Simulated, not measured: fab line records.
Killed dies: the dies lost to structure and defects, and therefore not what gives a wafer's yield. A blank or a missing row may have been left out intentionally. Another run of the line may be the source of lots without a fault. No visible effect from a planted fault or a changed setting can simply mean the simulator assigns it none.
A struck lot beside a sound one -- flow sky130 -- 15 out of 708 route steps
Sound: wafers L369.1, L369.5, L369.6. The struck wafers were L371.1, L371.3, L371.6. The cause is named last.
Per side, at each step with rows, come the tool, then ch with its chambers, and then its first start. Under that, the readings that differ: sound wafers -- struck wafers -- difference of the means -- sigmas: that difference in standard deviations of wafers without a fault.
alike: a reading whose means differ by less than 2 such deviations, as well as words and numbers matching on both sides. not compared: withheld readings; readings where some wafer has no value; bounds like >300 that might hide an equal value; numbers whose values overlap and for which the record gives no deviation.
The two part at a step that has a row with sigmas, a row that says differs or no value, or rows on one side only. Numbers that have no deviation but don't overlap get no sigmas and don't part them. Lack of a reading on every wafer of one side parts them only where that side has two or more wafers.

SKY_POLY_GATE_CD_MEAS_22:
  struck on cd sem-02, day 22 20:43; sound on cd sem-02, day 22 10:50
  alike: cd nm
then, 7 steps without rows for these wafers: SKY_LDD_N_DEHYDRATE_00 (time 60 s); SKY_LDD_N_HMDS_01 (prime time 60 s); SKY_LDD_N_COAT_02 (resist thk 300 nm); SKY_LDD_N_SOFTBAKE_03 (time 60 s); SKY_LDD_N_EXPOSE_04 (exposes mask NTM, target cd 840 nm); SKY_LDD_N_PEB_05; SKY_LDD_N_DEVELOP_06 (develop time 60 s).
SKY_LDD_N_OVL_MEAS_07:
  struck on overlay-02, day 24 01:55; sound on overlay-02, day 23 17:07
  alike: LDD_N_OVL
then, 3 steps without rows for these wafers: SKY_LDD_N_IMPLANT_08; SKY_LDD_N_IMPLANT_09; SKY_LDD_N_IMPLANT_10.
SKY_LDD_N_IMPLANT_11:
  sound on implanter-03 ch 0, day 23 17:37; struck on implanter-01 ch 0, day 24 02:25
reading,sound,struck,difference,sigmas
beam energy keV,20.003 20.000 20.004,17.670 17.663 17.681,-2.331,-99 or more
model.implant.rp nm (nm),15.98 15.98 15.98,14.34 14.34 14.34,-1.64,
model.implant.drp nm (nm),7.212 7.212 7.212,6.624 6.624 6.624,-0.588,
  alike: rotation deg
then, 1 step without rows for these wafers: SKY_LDD_N_IMPLANT_12.
-- here the record skips 26 days between the struck wafers' starts before and after, leaving off in module LDD_N and picking up in module PAD_OPEN (first step shown: number 708 of the route) --
SKY_PAD_OPEN_PROBE_99:
  struck on prober-01, day 50 07:26; sound on prober-01, day 50 01:38
reading,sound,struck,difference,sigmas
model.etest.tip n.rs ohm sq,441.1 438.5 434.9,445.5 446.9 445.8,+7.9,
  alike: killed_at_M0_to_M3, killed_at_M4_up, killed at contacts, killed at front end, killed at other, killed dies, killed open, killed short

== WHERE THEY PART ==
Only at SKY_LDD_N_IMPLANT_11, as far as this record shows. Later steps at which nothing parts them and some readings are alike: SKY_PAD_OPEN_PROBE_99.

WHY: what had been put in by the simulator
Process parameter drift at SKY_LDD_N_IMPLANT_11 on implanter-01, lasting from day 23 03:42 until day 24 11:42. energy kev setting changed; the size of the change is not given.
